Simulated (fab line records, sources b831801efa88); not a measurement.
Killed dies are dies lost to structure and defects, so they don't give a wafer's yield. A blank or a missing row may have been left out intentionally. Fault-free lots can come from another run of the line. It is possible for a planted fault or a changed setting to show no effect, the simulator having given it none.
Shared-tool check    flow gf180mcu    Lots sampled 13, wafers sampled 39

## WHY IT WAS OPENED
2 of 13 lots carry a flag on the reading NWELL_RS at GF_VT_IMPLANT_RS_MEAS_47. Fault-free wafers read 487.0 ohm/sq, with a standard deviation of 1.2.
Rule: flag the lot when none of its wafers has a number, or when each of its wafers that has one lies beyond 4 standard deviations from that mean. The other lots count as sound.

lot   measured      on             NWELL_RS (ohm/sq), wafer by wafer  flag
L351  day 7 09:29   film metro-02  487.8 489.0 486.6                  
L352  day 8 00:01   film metro-02  485.1 485.5 485.1                  
L353  day 8 00:31   film metro-04  486.0 485.9 483.6                  
L356  day 8 20:59   film metro-04  487.2 485.8 486.5                  
L357  day 9 12:19   film metro-04  488.1 486.4 488.9                  
L359  day 9 14:16   film metro-04  497.7 496.8 496.2                  FLAGGED
L361  day 10 06:52  film metro-04  488.7 488.8 488.2                  
L362  day 10 18:52  film metro-04  496.0 496.8 495.7                  FLAGGED
L363  day 10 21:47  film metro-04  487.8 488.8 487.2                  
L365  day 11 16:31  film metro-02  486.6 487.5 488.4                  
L368  day 12 11:39  film metro-04  486.6 487.5 488.4                  
L372  day 13 14:11  film metro-02  487.7 486.9 486.6                  
L373  day 13 21:43  film metro-04  486.7 486.9 488.9                  
On average the flagged lots' numbers are 496.5 ohm/sq, which is +9.5 ohm/sq against the usual, or +8 standard deviations.

## EACH LOT AND THE TOOL IT RAN ON
The record holds 1 process step before the reading, out of a route of 602 steps. Each cell gives the tool, then ch followed by the chambers the sampled wafers passed through, then the start.
lot   flag     GF_NWELL_IMPLANT_09
L351           implanter-04 ch 0, day 3 06:06
L352           implanter-04 ch 0, day 3 13:22
L353           implanter-03 ch 0, day 3 17:45
L356           implanter-04 ch 0, day 4 10:06
L357           implanter-01 ch 0, day 4 16:20
L359  FLAGGED  implanter-04 ch 0, day 5 02:55
L361           implanter-01 ch 0, day 5 13:11
L362  FLAGGED  implanter-04 ch 0, day 5 19:33
L363           implanter-01 ch 0, day 5 23:19
L365           implanter-01 ch 0, day 6 14:02
L368           implanter-01 ch 0, day 7 07:21
L372           implanter-03 ch 0, day 8 02:32
L373           implanter-03 ch 0, day 8 10:44
What the steps here do:
- GF_NWELL_IMPLANT_09
- GF_VT_IMPLANT_RS_MEAS_47: measures by four-point-probe.

## FLAGGED OVER TOTAL, TOOL BY TOOL (the gauges that took the reading come last)
step                      tool           lots run  flagged  share of the flagged lots  sound lots run after its first flagged lot
GF_NWELL_IMPLANT_09       implanter-01   5         0        none                       -
GF_NWELL_IMPLANT_09       implanter-03   3         0        none                       -
GF_NWELL_IMPLANT_09       implanter-04   5         2        all                        0
GF_VT_IMPLANT_RS_MEAS_47  film metro-02  4         0        none                       -
GF_VT_IMPLANT_RS_MEAS_47  film metro-04  9         2        all                        4 (L361,L363,L368,L373)

## WHAT THE TABLE ALLOWS
Table rows that saw every flagged lot: 2, namely implanter-04 at GF_NWELL_IMPLANT_09 and film metro-04 at GF_VT_IMPLANT_RS_MEAS_47.
- implanter-04 at GF_NWELL_IMPLANT_09: 2 of its 5 lots flagged. Last sound lot L356 at day 4 10:06, first flagged lot L359 at day 5 02:55; a fault beginning in between fits. Its own readings lie more than 4 standard deviations out on every wafer of the flagged lots: dose ions cm2, faraday current uA.
- film metro-04 at GF_VT_IMPLANT_RS_MEAS_47: 2 of its 9 lots flagged. Sound lots ran on it after the first flagged one (L361, L363, L368, L373), which a lasting fault on the whole tool wouldn't allow.
What remains is a single tool, implanter-04 at GF_NWELL_IMPLANT_09.

## WHAT THE SIMULATOR PUT IN
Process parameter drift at GF_NWELL_IMPLANT_09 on implanter-04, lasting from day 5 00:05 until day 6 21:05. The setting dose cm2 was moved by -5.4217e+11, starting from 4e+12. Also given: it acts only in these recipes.
Shown lots that were struck: L359, L362. Same finding as the rule above.
